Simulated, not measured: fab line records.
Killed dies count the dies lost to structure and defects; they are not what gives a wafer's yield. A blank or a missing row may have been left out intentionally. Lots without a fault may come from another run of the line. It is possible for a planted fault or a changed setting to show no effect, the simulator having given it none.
Struck lot and sound lot, side by side || flow gf180mcu || 25 out of 602 route steps
Sound: these wafers, L630.3, L630.5, L630.6. Wafers L618.2, L618.3, L618.6 were the ones struck. The cause is given at the end.
Each step with rows lists, per side, the tool, then ch with its chambers, then its first start. Under that, the readings that differ: sound wafers || struck wafers || difference of the means || sigmas: that difference in standard deviations of wafers without a fault.
alike: readings with means less than 2 such deviations apart, plus words and numbers identical on both sides. not compared: withheld readings, readings lacking a value on some wafer, bounds such as >300 that could conceal the same value, and numbers that have no deviation in the record and whose values overlap.
A row with sigmas, a row that says differs or no value, or rows on one side alone: a step with any of these is where the two part. Numbers that have no deviation but don't overlap get no sigmas and don't part them. Lack of a reading on every wafer of one side parts them only where that side has two or more wafers.

first, 6 steps without rows for these wafers: GF_TOP_METAL_HMDS_08 (prime time 60 s); GF_TOP_METAL_COAT_09 (resist thk 1500 nm); GF_TOP_METAL_SOFTBAKE_10 (time 60 s); GF_TOP_METAL_EXPOSE_11 (exposes mask MetalTop, target cd 440 nm); GF_TOP_METAL_PEB_12; GF_TOP_METAL_DEVELOP_13 (develop time 60 s).
GF_TOP_METAL_CD_MEAS_14: target cd 440 nm.
  sound on cd_sem-01, day 33 12:54; struck on cd_sem-01, day 30 07:09
  alike: cd_nm
GF_TOP_METAL_OVL_MEAS_15:
  sound on overlay-02, day 33 13:00; struck on overlay-01, day 30 07:16
  alike: TOP_METAL_OVL
GF_TOP_METAL_METAL_ETCH_16: etches the open film in Cl2/BCl3, stops on SiO2, target depth 1077.5 nm, time 179.6 s.
  sound on rie_metal-03 ch 0,1, day 33 13:05; struck on rie_metal-03 ch 0, day 30 07:17
{"reading": "oes_product_au (a.u.)", "sound": "0.958 0.966 0.960", "struck": "0.978 0.977 0.978", "difference": "+0.016", "sigmas": "+2"}
  alike: chamber_pressure_mTorr, drypump_motor_current_A, mfc_cl2_sccm, throttle_valve_pct
  not compared: rf_hours_counter_h
GF_TOP_METAL_STRIP_17: strips in O2/N2.
  sound on plasma_asher-01 ch 0,1, day 33 13:14; struck on plasma_asher-02 ch 0,1, day 30 07:28
  alike: chamber_pressure_mTorr, drypump_motor_current_A, heater_power_w, oes_product_au, platen_temp_c, strip_time_to_endpoint_s
  not compared: rf_hours_counter_h
then, 2 steps without rows for these wafers: GF_TOP_METAL_STRIP_18 (strips in post etch residue remover, time 1200 s); GF_TOP_METAL_CLEAN_19 (cleans in DIW).
GF_PASSIVATION_CVD_00: deposits SiO2 from TEOS, target thk 1000 nm, time 111.95 s.
  sound on pecvd-04 ch 0,1,2, day 33 13:44; struck on pecvd-01 ch 1,2, day 30 08:00
  no value came back on the struck wafers for heater_power_outer_w (W), heater_power_w (W); on the sound wafers heater_power_outer_w (W) reads 450 296 355
GF_PASSIVATION_CVD_02: deposits Si3N4, target thk 700 nm, time 486.18 s.
  sound on pecvd-02 ch 0,2, day 33 13:52; struck on pecvd-04 ch 0,1,2, day 30 08:08
  alike: heater_power_outer_w, heater_power_w
then, 7 steps without rows for these wafers: GF_PASSIVATION_DEHYDRATE_04 (time 60 s); GF_PASSIVATION_HMDS_05 (prime time 60 s); GF_PASSIVATION_COAT_06 (resist thk 4000 nm); GF_PASSIVATION_SOFTBAKE_07; GF_PASSIVATION_EXPOSE_08 (exposes mask Pad, target cd 40000 nm); GF_PASSIVATION_PEB_09; GF_PASSIVATION_DEVELOP_10 (develop time 57.17 s).
GF_PASSIVATION_ETCH_11: etches the open film in CF4/O2, stops on TiN, target depth 1800 nm, time 400 s.
  sound on rie_diel-01 ch 0,2,3, day 34 05:13; struck on rie_diel-02 ch 2,3, day 31 02:34
{"reading": "oes_product_au (a.u.)", "sound": "0.962 0.973 0.967", "struck": "0.995 0.975 0.990", "difference": "+0.019", "sigmas": "+2"}
  alike: chamber_pressure_mTorr, drypump_motor_current_A, throttle_valve_pct
  not compared: rf_hours_counter_h, model.etch.depth_nm, model.PASSIVATION.feature_depth_nm
GF_PASSIVATION_STRIP_12: strips in O2/N2.
  sound on plasma_asher-04 ch 0,1, day 34 05:29; struck on plasma_asher-03 ch 0,1, day 31 02:48
  alike: chamber_pressure_mTorr, drypump_motor_current_A, heater_power_w, oes_product_au, platen_temp_c, strip_time_to_endpoint_s
  not compared: rf_hours_counter_h
then, 1 step without rows for these wafers: GF_PASSIVATION_ANNEAL_13 (time 1800 s).
GF_PASSIVATION_BOW_MEAS_14:
  sound on film_metro-01, day 34 07:05; struck on film_metro-03, day 31 05:14
{"reading": "PASSIVATION_BOW (um)", "sound": "139 147 145", "struck": "86 88 78", "difference": -60, "sigmas": -6}

## WHERE THEY PART
At GF_TOP_METAL_METAL_ETCH_16 first; at GF_PASSIVATION_BOW_MEAS_14 last (within this record only).

WHY: the cause the simulator had injected
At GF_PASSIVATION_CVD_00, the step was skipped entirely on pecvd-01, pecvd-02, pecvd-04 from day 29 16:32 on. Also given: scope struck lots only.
